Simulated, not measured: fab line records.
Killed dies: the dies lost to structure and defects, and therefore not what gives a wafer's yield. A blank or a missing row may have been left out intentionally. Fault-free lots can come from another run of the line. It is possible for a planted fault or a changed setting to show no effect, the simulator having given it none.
8D (eight disciplines) problem report, filled in by code || flow sfq-line || the parts of the form that need people (team, actions taken, sign-off) are left out

## 1. WHAT WENT WRONG
run-length-s at SFQ_TRILAYER_M5_BARC_OPEN_METAL_ETCH_161 reads a mean of 78.4 s on 6 wafers of 2 lots; wafers without a fault read 69.7 s with a standard deviation of 0.38. That is +23 standard deviations from the usual mean.
The step: etches BARC in O2, target depth 125 nm, time 41.7 s.
The first sign was on wafer L562.1 at day 59 01:49, on rie-metal-01. The record has a number at this step for 18 wafers belonging to 6 lots. Rule for "out" (also "out of limits"): further than 4 standard deviations from the usual mean. Any other wafer with a number is counted as sound.

## 2. WHAT IT IS; WHAT IT IS NOT
{"question": "which readings at this step", "is": "run-length-s, oes-product-au", "is not": "drypump-motor-current-A"}
{"question": "which lots", "is": "L562, L563", "is not": "L553, L555, L571, L574"}
{"question": "which wafers of those lots", "is": "all that have a number", "is not": "-"}
{"question": "read on which tools", "is": "rie-metal-01", "is not": "rie-metal-03, rie-metal-04"}
{"question": "when", "is": "from day 59 01:49", "is not": "up to then (6 sound wafers); but 6 sound wafers of L571, L574 came after"}

## 3. SUSPECTS, AND WHAT RULES EACH OUT
Counting: a tool at a process step up to the reading stays a suspect if it ran every lot that is out and no sound lot after the first of them.
- rie-metal-01 at SFQ_TRILAYER_JJ_CE_BARC_OPEN_RIE_150 (chemistry O2, target BARC, target depth 240 nm, time 80 s): ruled out as a lasting fault. Following L562 (day 52 22:10), the first lot on it that is out, the sound lots L574 were run on it.
- rie-metal-01 at SFQ_TRILAYER_JJ_CE_ETCH_RIE_118 (chemistry SF6, target Nb, stops on Al2O3, time 97.7 s, target depth 170 nm): ruled out as a lasting fault. Following L562 (day 52 22:15), the first lot on it that is out, the sound lots L574 were run on it.
- rie-metal-02 at SFQ_TRILAYER_JJ_CE_STRIP_STRIP_120 (strips in O2): kept. It processed each lot that is out, first L562 at day 52 22:51, and no sound lot thereafter; up to then, the last sound lot it processed was L555 at day 48 18:39.
- rie-metal-01 at SFQ_TRILAYER_M5_BARC_OPEN_METAL_ETCH_161 (etches BARC in O2, target depth 125 nm, time 41.7 s): kept. It processed each lot that is out, first L562 at day 59 01:49, and no sound lot thereafter; up to then, the last sound lot it processed was L553 at day 54 11:22. Its own oes-product-au, run-length-s readings are out on those wafers.
After counting, rie-metal-02 at SFQ_TRILAYER_JJ_CE_STRIP_STRIP_120 and rie-metal-01 at SFQ_TRILAYER_M5_BARC_OPEN_METAL_ETCH_161 remain.

## 4. THE CAUSE (what the simulator had put in)
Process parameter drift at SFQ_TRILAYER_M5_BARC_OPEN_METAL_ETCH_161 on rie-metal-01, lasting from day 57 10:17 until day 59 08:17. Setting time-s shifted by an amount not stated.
Counting left 2 suspects, and this tool is among them.

## 5. THE CHAIN OF EFFECTS, in route order
Rows list readings where the struck wafers' mean (over those with a number) sits beyond 3 standard deviations from the usual. Only readings for which the record gives a usual standard deviation are gone through. hours: the time from each lot's start at the first step in this table that gives one to its start at this step, as a median over the lots. sigmas: the change in usual standard deviations.
{"hours": 0, "step": "SFQ_TRILAYER_M5_BARC_OPEN_METAL_ETCH_161", "reading": "oes-product-au", "usual": "0.685 a.u.", "on struck wafers": 0.629, "change": -0.056, "sigmas": -13}
{"hours": 0, "step": "SFQ_TRILAYER_M5_BARC_OPEN_METAL_ETCH_161", "reading": "run-length-s", "usual": "69.7 s", "on struck wafers": 78.4, "change": "+8.7", "sigmas": "+23"}
Here are the process steps it includes:
- SFQ_TRILAYER_M5_BARC_OPEN_METAL_ETCH_161: etches BARC in O2, target depth 125 nm, time 41.7 s.

## 6. WHAT WOULD HAVE CAUGHT IT SOONER
The fault began at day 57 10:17; the first out-of-limits reading in this record came at day 59 01:49, 40 hours later.
